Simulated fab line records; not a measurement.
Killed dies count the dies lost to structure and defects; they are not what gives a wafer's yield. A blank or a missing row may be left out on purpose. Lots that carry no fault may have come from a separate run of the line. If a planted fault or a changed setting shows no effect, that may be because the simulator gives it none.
Which tool did it? -- flow sky130 -- 13 lots with 38 wafers sampled at 2 steps, on a route of 708 steps

== WHAT THE GAUGES READ, wafer by wafer ==
SKY_METAL1_RS_MEAS_05: measurement is done with a four-point probe.
lot,measured,on,METAL1_ALCU_RS (ohm/sq)
L761,day 31 20:23,film_metro-02,0.1280 0.1266 0.1277
L762,day 32 07:19,film_metro-03,0.1254 0.1266 0.1272
L764,day 33 01:52,film_metro-01,0.1258 0.1243 0.1260
L768,day 34 12:11,film_metro-01,0.1270 0.1280 0.1273
L772,day 35 17:55,film_metro-02,0.1255 0.1256 0.1245
L773,day 36 01:12,film_metro-02,0.1266 0.1248 0.1254
L775,day 36 06:32,film_metro-02,0.1274 0.1273 0.1262
L774,day 36 08:35,film_metro-03,0.1258 0.1249 0.1251
L777,day 37 05:32,film_metro-01,0.1295 0.1290
L779,day 37 20:50,film_metro-02,0.1277 0.1274 0.1273
L780,day 38 02:25,film_metro-01,0.1271 0.1270 0.1277
L781,day 38 11:10,film_metro-02,0.1265 0.1277 0.1262
L783,day 39 00:08,film_metro-02,0.1255 0.1240 0.1251

== TOOL THAT RAN EACH LOT (tool first, then ch and the chambers of the sampled wafers, then the start) ==
lot,SKY_METAL1_SPUTTER_02
L761,"pvd_sputter-03, day 31 20:18"
L762,"pvd_sputter-04, day 32 07:13"
L764,"pvd_sputter-04, day 33 01:46"
L768,"pvd_sputter-02, day 34 12:06"
L772,"pvd_sputter-03, day 35 17:49"
L773,"pvd_sputter-02, day 36 01:04"
L775,"pvd_sputter-04, day 36 06:26"
L774,"pvd_sputter-04, day 36 08:30"
L777,"pvd_sputter-02, day 37 05:22"
L779,"pvd_sputter-03, day 37 20:45"
L780,"pvd_sputter-03, day 38 02:19"
L781,"pvd_sputter-03, day 38 11:04"
L783,"pvd_sputter-02, day 39 00:02"
- SKY_METAL1_SPUTTER_02: material AlCu, target thk 250 nm, time 13.3 s.

== WHAT THE TOOLS THEMSELVES READ (means of the sampled wafers that have a number; where no wafer has one, the mark that the record gives instead) ==
SKY_METAL1_SPUTTER_02.
lot,tool,throttle_valve_pct (%)
L761,pvd_sputter-03,29.6
L762,pvd_sputter-04,30.5
L764,pvd_sputter-04,30.3
L768,pvd_sputter-02,29.9
L772,pvd_sputter-03,29.5
L773,pvd_sputter-02,29.5
L775,pvd_sputter-04,30.5
L774,pvd_sputter-04,30.2
L777,pvd_sputter-02,29.6
L779,pvd_sputter-03,29.8
L780,pvd_sputter-03,29.8
L781,pvd_sputter-03,29.3
L783,pvd_sputter-02,29.8

== THE ANSWER, worked out from the rows above alone ==
Rule: the lots themselves supply what counts as usual. The widest of any qualifying gaps counts: lots, ordered by their means at a reading, are off when they make up no more than a third of the lots, leave a main group of 4 or more, and stand apart from it by 3 or more times the standard deviation of that group's means. If all means in a main group match to the digits the tables above print for the reading, that group is not used. Also off: a lot with no number at a reading for which 4 or more lots have one. Any other lot the step has rows for is counted as sound. The gauges are gone through in route order, then the tools' own readings, and for those a lot's mean is taken as printed above. At the first step where some lot is off, the reading lying furthest off is the one used; lots without a number count as furthest.
No lot is off on any of the readings shown, so nothing can be concluded from this.

== WHAT WAS PUT IN BY THE SIMULATOR ==
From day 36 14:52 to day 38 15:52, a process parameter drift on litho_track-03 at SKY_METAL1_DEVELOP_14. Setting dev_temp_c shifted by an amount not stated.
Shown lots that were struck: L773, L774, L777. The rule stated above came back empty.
